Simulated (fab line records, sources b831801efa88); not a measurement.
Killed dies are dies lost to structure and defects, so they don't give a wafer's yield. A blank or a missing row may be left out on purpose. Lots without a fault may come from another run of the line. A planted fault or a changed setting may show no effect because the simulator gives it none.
fab line records | flow sky130
record lots=6 wafers=18 last_day=50
route steps=708 shown LDD_LDN@289 PAD_OPEN@708
lots that met no fault: from a run of the same line without faults
start_h: hours from the record's first day to the start of the lot's first wafer shown | wait_h: hours since the lot's step before | " the same as in the row above | L1.1+2: a row that stands for several wafers | - no value, or no start given | * or withheld: withheld | < > ~ a bound
route shown NAME@n: a module of which the file shows steps, and the number in the route of the first | usual: mean/standard deviation of fault-free wafers | same: alike in all rows | chamber/n: place in a boat | sites: the reading at each site | _std_site: their standard deviation | _edge_site: outer sites' mean less inner sites' | radius_mm: how far each site lies from the wafer's centre | mask NAME#n: copy n | behind: the tool/chamber that last shaped the wafer | hold: why the lot was held/for how many hours/how that ended | device: the transistor (n, p or np) that didn't switch | end of line: the same wafers' tests at the end of the route | a step without rows: its recipe alone | killed: dies lost to structure and defects at the first sort, not the wafer's yield | map: a wafer's dies, x killed, . not, _ none there
set.NAME: the setting as run; set.NAME@STEP: as run at that earlier step | model.NAME: the simulator's own value behind a step, which no gauge read
lots at some steps of the route; a table a step, a row a wafer
services: from which hour (start_h, from the record's first day; less than 0 if before it) a tool's chamber was out of use, for how many hours, and why
## steps
# step SKY_LDD_LDN_DEHYDRATE_00
# recipe temp_c=200 time_s=60
# step SKY_LDD_LDN_HMDS_01
# recipe prime_time_s=60 prime_temp_c=120
# step SKY_LDD_LDN_COAT_02
# recipe resist=NOVOLAK spin_rpm=3000 resist_thk_nm=1140
# step SKY_LDD_LDN_SOFTBAKE_03
# recipe temp_c=90 time_s=60 resist=NOVOLAK
# step SKY_LDD_LDN_EXPOSE_04
# recipe mask_id=LDNTM na=0.6 source_shape=conventional sigma_outer=0.6 polarization=unpolarized target_cd_nm=700 dose_mj=140
# step SKY_LDD_LDN_PEB_05
# recipe temp_c=withheld time_s=* resist=NOVOLAK
# step SKY_LDD_LDN_DEVELOP_06
# recipe resist=NOVOLAK developer=TMAH develop_time_s=60 dev_temp_c=23
# step SKY_LDD_LDN_OVL_MEAS_07
# usual LDD_LDN_OVL=-0.4/1.5
# columns lot.wafer tool chamber start_h wait_h LDD_LDN_OVL[nm]
L335.3 overlay-02 - 630.16 0.1 2.7
L335.5 " - " " 1.6
L335.6 " - " " 1.9
L341.1 overlay-01 - 663.20 0.1 0.0
L341.2 " - " " -0.6
L341.4 " - " " -1.7
L344.1 overlay-02 - 681.68 0.1 1.3
L344.5 " - " " 0.5
L344.6 " - " " -0.4
L346.2 overlay-01 - 691.60 0.1 -1.4
L346.4 " - " " -0.4
L346.5 " - " " -0.2
L349.1 overlay-01 - 718.60 0.1 1.8
L349.4 " - " " 2.6
L349.6 " - " " -0.9
L350.2 overlay-02 - 728.13 0.1 -1.6
L350.3 " - " " -1.8
L350.6 " - " " -1.3
# step SKY_LDD_LDN_IMPLANT_08
# recipe species=As energy_kev=15 dose_cm2=1.25e+13 tilt_deg=withheld rotation_deg=23
# step SKY_LDD_LDN_IMPLANT_09
# recipe species=As energy_kev=15 dose_cm2=1.25e+13 tilt_deg=withheld rotation_deg=113
# step SKY_LDD_LDN_IMPLANT_10
# recipe species=As energy_kev=15 dose_cm2=1.25e+13 tilt_deg=withheld rotation_deg=203
# step SKY_LDD_LDN_IMPLANT_11
# recipe species=As energy_kev=15 dose_cm2=1.25e+13 tilt_deg=withheld rotation_deg=293
# step SKY_LDD_LDN_STRIP_12
# recipe chemistry=O2/N2 power_w=1400 pressure_mtorr=1500 platen_temp_c=withheld o2_flow_sccm=3000 n2_flow_sccm=300 overash_fraction=0.5
# usual chamber_pressure_mTorr=1500.1/1.4 drypump_motor_current_A=6.0/0.54 n2_flow_sccm=300.0/0.83 o2_flow_sccm=3000/8.6 oes_product_au=0.716/0.0047 strip_time_to_endpoint_s=14.19/0.037
# columns lot.wafer tool chamber start_h wait_h chamber_pressure_mTorr drypump_motor_current_A n2_flow_sccm o2_flow_sccm oes_product_au rf_hours_counter_h strip_time_to_endpoint_s model.NOVOLAK_of_LDD_LDN_COAT_02.thk_nm
L335.3 plasma_asher-02 1 630.81 0.1 1499.0 6.7 299.8 2998 0.718 - 14.19 0
L335.5 " 1 " " 1500.1 6.6 300.0 2982 0.712 - 14.25 0
L335.6 " 0 " " 1501.9 5.1 300.3 2988 0.720 - 14.17 0
L341.1 plasma_asher-03 0 663.83 0.1 1503.0 6.0 299.3 3011 0.711 95 14.17 0
L341.2 " 1 " " 1498.4 5.7 299.3 3010 0.715 95 14.21 0
L341.4 " 0 " " 1500.5 6.0 301.2 2996 0.722 - 14.17 0
L344.1 plasma_asher-02 1 682.31 0.1 - - - - - - - 1141
L344.5 " 0 " " - - - - - - - 1145
L344.6 " 1 " " - - - - - - - 1143
L346.2 plasma_asher-04 0 692.23 0.1 - - - - - - - 1143
L346.4 " 1 " " - - - - - - - 1146
L346.5 " 0 " " - - - - - - - 1145
L349.1 plasma_asher-04 0 719.23 0.1 1499.5 6.5 301.2 3009 0.716 92 14.20 0
L349.4 " 0 " " 1497.6 6.5 299.6 3000 0.719 - 14.19 0
L349.6 " 1 " " 1497.2 6.0 299.0 2985 0.724 - 14.19 0
L350.2 plasma_asher-02 1 728.76 0.1 1499.7 6.6 299.0 2996 0.722 62 14.12 0
L350.3 " 1 " " 1501.6 6.6 300.0 2985 0.721 - 14.16 0
L350.6 " 0 " " 1502.2 5.1 299.1 3000 0.708 - 14.14 0
# step SKY_LDD_LDN_TW_MEAS_13
# usual LDD_LDN_TW=1481/7.5
# columns lot.wafer tool chamber start_h wait_h LDD_LDN_TW
L335.3 film_metro-02 - 630.90 0.1 1479
L335.5 " - " " 1487
L335.6 " - " " 1477
L341.1 film_metro-01 - 663.93 0.1 1491
L341.2 " - " " 1488
L341.4 " - " " 1489
L344.1 film_metro-01 - 682.41 0.1 1476
L344.5 " - " " 1475
L344.6 " - " " 1487
L346.2 film_metro-01 - 692.34 0.1 1480
L346.4 " - " " 1475
L346.5 " - " " 1482
L349.1 film_metro-02 - 719.33 0.1 1491
L349.4 " - " " 1484
L349.6 " - " " 1482
L350.2 film_metro-03 - 728.87 0.1 1483
L350.3 " - " " 1482
L350.6 " - " " 1489
# step SKY_PAD_OPEN_PROBE_99
# usual killed_at_M0_to_M3=43/7.3 killed_at_M4_up=3.2/1.9 killed_at_contacts=25/5.4 killed_at_front_end=16/4.4 killed_at_other=0.4/0.66 killed_dies=87/11 killed_on_rim=17/4.2 killed_open=48/7.9 killed_short=39/6.5
# same gross_dies=492 killed_at_back_side=0
# columns lot.wafer tool chamber start_h wait_h killed_at_M0_to_M3 killed_at_M4_up killed_at_contacts killed_at_front_end killed_at_other killed_dies killed_on_rim killed_open killed_short
L335.3 prober-02 - 1155.37 0.2 44 2 20 11 0 77 12 47 30
L335.5 prober-02 - 1155.47 0.2 40 1 23 17 0 81 10 49 31
L335.6 prober-02 - 1155.52 0.2 52 7 22 22 0 103 18 61 41
L344.1 prober-01 - 1185.49 0.1 47 4 29 412 0 492 96 54 38
L344.5 prober-01 - 1185.69 0.2 47 4 31 409 1 492 96 67 44
L344.6 prober-01 - 1185.74 0.2 31 2 25 434 0 492 96 39 29
L346.2 prober-02 - 1189.51 0.1 37 2 23 429 1 492 96 42 35
L346.4 prober-02 - 1189.61 0.2 32 3 27 430 0 492 96 41 29
L346.5 prober-02 - 1189.66 0.2 30 4 19 439 0 492 96 33 36
L349.1 prober-02 - 1206.45 0.1 37 5 35 26 0 103 16 51 52
L349.4 prober-02 - 1206.60 0.2 49 2 26 10 0 87 14 49 38
L349.6 prober-02 - 1206.70 0.2 29 1 29 19 0 78 14 48 30
L350.2 prober-01 - 1209.84 0.1 44 3 20 18 0 85 17 50 35
L350.3 prober-01 - 1209.89 0.2 53 3 24 19 0 99 17 47 52
L350.6 prober-01 - 1210.04 0.2 40 2 30 12 0 84 24 54 30
# killed by level:class
L335.3 VIA1:geometric_particle:open=8 CONTACT:geometric_particle:open=7 VIA2:geometric_particle:open=7 LI_CONTACT:geometric_particle:open=5 METAL1:geometric_particle:short=5 VIA3:geometric_particle:open=5 FIELD_ISO:geometric_particle:open=4 SPACER:geometric_particle:open=4
L335.5 VIA1:geometric_particle:open=14 CONTACT:geometric_particle:open=7 FIELD_ISO:geometric_particle:open=6 LI_CONTACT:geometric_particle:open=6 VIA1:geometric_particle:short=5 FIELD_ISO:geometric_particle:short=4 METAL1:geometric_particle:short=4 LOCAL_INTERCONNECT:geometric_particle:short=4
L335.6 VIA1:geometric_particle:open=15 VIA3:geometric_particle:open=9 FIELD_ISO:geometric_particle:short=7 CONTACT:geometric_particle:open=7 LI_CONTACT:geometric_particle:open=7 VIA1:geometric_particle:short=6 VIA2:geometric_particle:open=6 FIELD_ISO:geometric_particle:open=5
L344.1 SPACER:area_cvd=400 VIA1:geometric_particle:open=12 CONTACT:geometric_particle:open=10 METAL1:geometric_particle:short=8 LI_CONTACT:geometric_particle:open=7 METAL2:geometric_particle:short=7 VIA2:geometric_particle:open=5 FIELD_ISO:geometric_particle:short=4
L344.5 SPACER:area_cvd=381 CONTACT:geometric_particle:open=14 VIA2:geometric_particle:open=14 VIA1:geometric_particle:open=12 FIELD_ISO:geometric_particle:short=11 LI_CONTACT:geometric_particle:open=9 FIELD_ISO:geometric_particle:open=6 POLY_GATE:geometric_particle:short=6
L344.6 SPACER:area_cvd=423 VIA1:geometric_particle:open=11 LI_CONTACT:geometric_particle:open=9 CONTACT:geometric_particle:open=6 POLY_GATE:geometric_particle:open=4 LOCAL_INTERCONNECT:geometric_particle:short=4 METAL1:geometric_particle:short=4 FIELD_ISO:geometric_particle:short=3
L346.2 SPACER:area_cvd=415 LI_CONTACT:geometric_particle:open=11 VIA2:geometric_particle:open=7 METAL2:geometric_particle:short=6 METAL1:geometric_particle:short=6 VIA1:geometric_particle:open=6 FIELD_ISO:geometric_particle:open=5 CONTACT:geometric_particle:open=5
L346.4 SPACER:area_cvd=422 CONTACT:geometric_particle:open=12 VIA2:geometric_particle:open=8 LI_CONTACT:geometric_particle:open=6 VIA1:geometric_particle:open=5 METAL1:geometric_particle:short=4 VIA3:geometric_particle:open=4 VIA3:geometric_particle:short=4
L346.5 SPACER:area_cvd=423 CONTACT:geometric_particle:open=7 VIA1:geometric_particle:open=6 METAL2:geometric_particle:short=6 FIELD_ISO:geometric_particle:open=4 POLY_GATE:geometric_particle:short=4 CONTACT:geometric_particle:short=4 METAL1:geometric_particle:short=4
L349.1 CONTACT:geometric_particle:open=14 FIELD_ISO:geometric_particle:open=9 VIA1:geometric_particle:short=8 POLY_GATE:geometric_particle:open=7 LOCAL_INTERCONNECT:geometric_particle:short=6 CONTACT:geometric_particle:short=6 VIA1:geometric_particle:open=6 POLY_GATE:geometric_particle:short=5
L349.4 VIA1:geometric_particle:open=10 CONTACT:geometric_particle:open=9 VIA2:geometric_particle:open=7 VIA1:geometric_particle:short=6 VIA3:geometric_particle:open=6 LI_CONTACT:geometric_particle:short=5 CONTACT:geometric_particle:short=5 VIA3:geometric_particle:short=5
L349.6 CONTACT:geometric_particle:open=14 LI_CONTACT:geometric_particle:open=8 FIELD_ISO:geometric_particle:open=6 VIA3:geometric_particle:open=5 VIA1:geometric_particle:open=4 METAL2:geometric_particle:short=4 FIELD_ISO:geometric_particle:short=3 POLY_GATE:geometric_particle:short=3
L350.2 LI_CONTACT:geometric_particle:open=8 VIA2:geometric_particle:short=7 VIA1:geometric_particle:open=7 VIA3:geometric_particle:open=7 POLY_GATE:geometric_particle:open=6 VIA2:geometric_particle:open=6 METAL1:geometric_particle:short=6 FIELD_ISO:geometric_particle:open=5
L350.3 VIA1:geometric_particle:open=13 VIA2:geometric_particle:open=12 LI_CONTACT:geometric_particle:short=8 FIELD_ISO:geometric_particle:short=7 CONTACT:geometric_particle:open=6 METAL1:geometric_particle:short=6 VIA1:geometric_particle:short=6 METAL2:geometric_particle:short=4
L350.6 CONTACT:geometric_particle:open=14 VIA2:geometric_particle:open=8 LI_CONTACT:geometric_particle:open=8 VIA1:geometric_particle:short=7 VIA1:geometric_particle:open=7 POLY_GATE:geometric_particle:open=5 METAL1:geometric_particle:short=5 LOCAL_INTERCONNECT:geometric_particle:short=5
# map L344.1 (x killed, . not)
__________xxxxxxxxxx_________
________xxxxxxxxxxxxxx_______
______xxxxxxxxxxxxxxxxxx_____
_____xxxxxxxxxxxxxxxxxxxx____
____xxxxxxxxxxxxxxxxxxxxxx___
___xxxxxxxxxxxxxxxxxxxxxxxx__
__xxxxxxxxxxxxxxxxxxxxxxxxxx_
_xxxxxxxxxxxxxxxxxxxxxxxxxxxx
_xxxxxxxxxxxxxxxxxxxxxxxxxxxx
_xxxxxxxxxxxxxxxxxxxxxxxxxxxx
_xxxxxxxxxxxxxxxxxxxxxxxxxxxx
_xxxxxxxxxxxxxxxxxxxxxxxxxxxx
_xxxxxxxxxxxxxxxxxxxxxxxxxxxx
_xxxxxxxxxxxxxxxxxxxxxxxxxxxx
_xxxxxxxxxxxxxxxxxxxxxxxxxxxx
__xxxxxxxxxxxxxxxxxxxxxxxxxx_
___xxxxxxxxxxxxxxxxxxxxxxxx__
____xxxxxxxxxxxxxxxxxxxxxx___
_____xxxxxxxxxxxxxxxxxxxx____
______xxxxxxxxxxxxxxxxxx_____
________xxxxxxxxxxxxxx_______
__________xxxxxxxxxx_________
# map L346.2 (x killed, . not)
__________xxxxxxxxxx_________
________xxxxxxxxxxxxxx_______
______xxxxxxxxxxxxxxxxxx_____
_____xxxxxxxxxxxxxxxxxxxx____
____xxxxxxxxxxxxxxxxxxxxxx___
___xxxxxxxxxxxxxxxxxxxxxxxx__
__xxxxxxxxxxxxxxxxxxxxxxxxxx_
_xxxxxxxxxxxxxxxxxxxxxxxxxxxx
_xxxxxxxxxxxxxxxxxxxxxxxxxxxx
_xxxxxxxxxxxxxxxxxxxxxxxxxxxx
_xxxxxxxxxxxxxxxxxxxxxxxxxxxx
_xxxxxxxxxxxxxxxxxxxxxxxxxxxx
_xxxxxxxxxxxxxxxxxxxxxxxxxxxx
_xxxxxxxxxxxxxxxxxxxxxxxxxxxx
_xxxxxxxxxxxxxxxxxxxxxxxxxxxx
__xxxxxxxxxxxxxxxxxxxxxxxxxx_
___xxxxxxxxxxxxxxxxxxxxxxxx__
____xxxxxxxxxxxxxxxxxxxxxx___
_____xxxxxxxxxxxxxxxxxxxx____
______xxxxxxxxxxxxxxxxxx_____
________xxxxxxxxxxxxxx_______
__________xxxxxxxxxx_________
## services
# columns tool chamber start_h hours kind
plasma_asher-03 - 608.44 34.0 repair
plasma_asher-03 - 634.64 11.4 repair
plasma_asher-03 - 708.66 5.0 repair
## key
first_sign step=SKY_LDD_LDN_STRIP_12 reading=tool_record direction=missing
effect step=SKY_PAD_OPEN_PROBE_99 reading=killed_at_front_end direction=up sigmas=94 usual=16 struck=426
model_effect step=SKY_LDD_LDN_STRIP_12 value=NOVOLAK_of_LDD_LDN_COAT_02.thk_nm without=0 struck=1144
more_kills_born_at SKY_SPACER_CVD_00@lpcvd-02=2464
met_at SKY_LDD_LDN_STRIP_12
struck_wafers L344.1,L344.5,L344.6,L346.2,L346.4,L346.5
later_rows_left_out L344.1,L344.5,L344.6,L346.2,L346.4,L346.5
tester_left_out L344,L346
onset_between 630.81 682.31
fault kind=skipped_step_whole tool=plasma_asher-02,plasma_asher-04 chamber=- onset_h=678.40 steps=SKY_LDD_LDN_STRIP_12 scope=struck_lots_only
# tester_left_out: of these lots the tester's yield and bins aren't shown, on N5 and GAA mostly nor the transistor test; their killed dies are dies lost to structure and defects alone, not to doping, threshold or leakage, so they don't give the yield
# later_rows_left_out: the simulator's readings of these wafers behind a module that went badly wrong aren't trusted and aren't shown, but for the sort
